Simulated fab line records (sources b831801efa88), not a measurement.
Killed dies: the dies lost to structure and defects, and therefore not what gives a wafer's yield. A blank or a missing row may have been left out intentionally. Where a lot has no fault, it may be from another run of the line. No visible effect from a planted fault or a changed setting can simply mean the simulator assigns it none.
Matching of chambers + flow sky130 + 4 sister chambers for SKY_POLY_GATE_ETCH_15 on rie_diel-01
The step etches BARC in N2/H2, stops on SiO2, time 118.5 s, target depth 110 nm. 4 wafers are shown with their chamber, then 8 later ones without.

WAFERS PAIRED WITH THEIR CHAMBERS
| wafer  | chamber | drypump_motor_current_A (A) |
|--------|---------|-----------------------------|
| L087.1 | 2       | 5.9                         |
| L088.1 | 1       | 5.4                         |
| L088.2 | 0       | 5.6                         |
| L090.1 | 3       | 5.8                         |

WAFERS WITH NO CHAMBER GIVEN
| wafer  | drypump_motor_current_A (A) |
|--------|-----------------------------|
| L090.3 | 5.4                         |
| L090.6 | 5.4                         |
| L095.1 | 6.0                         |
| L095.5 | 6.0                         |
| L095.6 | 5.8                         |
| L096.1 | 5.8                         |
| L096.2 | 5.4                         |
| L096.4 | 5.7                         |

WHICH CHAMBER EACH WENT THROUGH
| wafer  | from the rows above          | in truth |
|--------|------------------------------|----------|
| L090.3 | 1                            | 1        |
| L090.6 | 1                            | 1        |
| L095.1 | can't be placed: 2 or 3      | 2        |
| L095.5 | can't be placed: 2 or 3      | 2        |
| L095.6 | can't be placed: 3 or 2      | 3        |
| L096.1 | can't be placed: 3 or 2      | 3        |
| L096.2 | 1                            | 1        |
| L096.4 | can't be placed: 3 or 0 or 2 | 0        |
Correctly placed: 3 of 8. These rows do not allow placing 5 (true chamber among the candidates in 5). Number placed wrongly: 0.
How it was worked out, from the rows above alone: a wafer's distance from a chamber is the root of the sum, over the readings, of the square of ((its reading less the chamber's mean) divided by the reading's scatter). If the next closest chamber is less than 2 further off than the closest, the wafer can't be placed; otherwise it belongs to the closest. The mean given for a chamber averages the wafers shown for that chamber. The scatter: root of mean squared gap, hidden wafer to nearest shown wafer, with one shown wafer a chamber.
